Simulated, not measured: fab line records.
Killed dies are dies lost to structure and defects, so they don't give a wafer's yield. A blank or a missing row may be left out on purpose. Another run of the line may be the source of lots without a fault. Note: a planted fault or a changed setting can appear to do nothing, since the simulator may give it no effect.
Chamber matching ; flow gf180mcu ; 3 sister chambers for GF_PASSIVATION_CVD_02 on pecvd-01
The step deposits Si3N4, target thk 700 nm, time 486.18 s. 16 wafers are shown with their chamber, then 8 later ones without.

## WAFERS PAIRED WITH THEIR CHAMBERS
wafer;chamber;heater_power_w (W)
L884.1;0;725
L884.5;2;644
L884.6;1;682
L890.2;1;708
L890.3;0;719
L890.4;2;589
L896.1;1;707
L896.2;0;608
L896.6;0;697
L897.2;0;667
L897.5;0;715
L897.6;1;734
L900.1;0;705
L900.4;2;608
L900.6;1;695
L901.1;2;601

SIGNATURES (means of the wafers above)
reading;chamber 0;chamber 1;chamber 2;scatter within a chamber
heater_power_w;690.86;705.20;610.50;32.1
Rule: a wafer lies at a distance from a chamber equal to the root of the sum of squares, over the readings, of (its reading less the chamber's mean, divided by the reading's scatter). If the next closest chamber is less than 2 further off than the closest, the wafer can't be placed; otherwise it belongs to the closest. How the scatter is found: for the shown wafers, subtract from each reading the mean of its chamber, square and add these, divide the total by (wafers less chambers), then take the root.

## WAFERS WHOSE CHAMBER IS MISSING
wafer;heater_power_w (W)
L901.3;711
L901.6;683
L903.2;620
L903.3;669
L903.6;655
L904.2;633
L904.3;731
L904.4;726

## CHAMBER TAKEN BY EACH
wafer;from the rows above;in truth
L901.3;can't be placed: 1 or 0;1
L901.6;can't be placed: 0 or 1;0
L903.2;can't be placed: 2 or 0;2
L903.3;can't be placed: 0 or 1 or 2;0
L903.6;can't be placed: 0 or 2 or 1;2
L904.2;can't be placed: 2 or 0 or 1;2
L904.3;can't be placed: 1 or 0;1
L904.4;can't be placed: 1 or 0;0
0 of 8 placed correctly. Can't be placed from these rows: 8 (the true chamber is among the candidates in 8). Wrongly placed: 0.
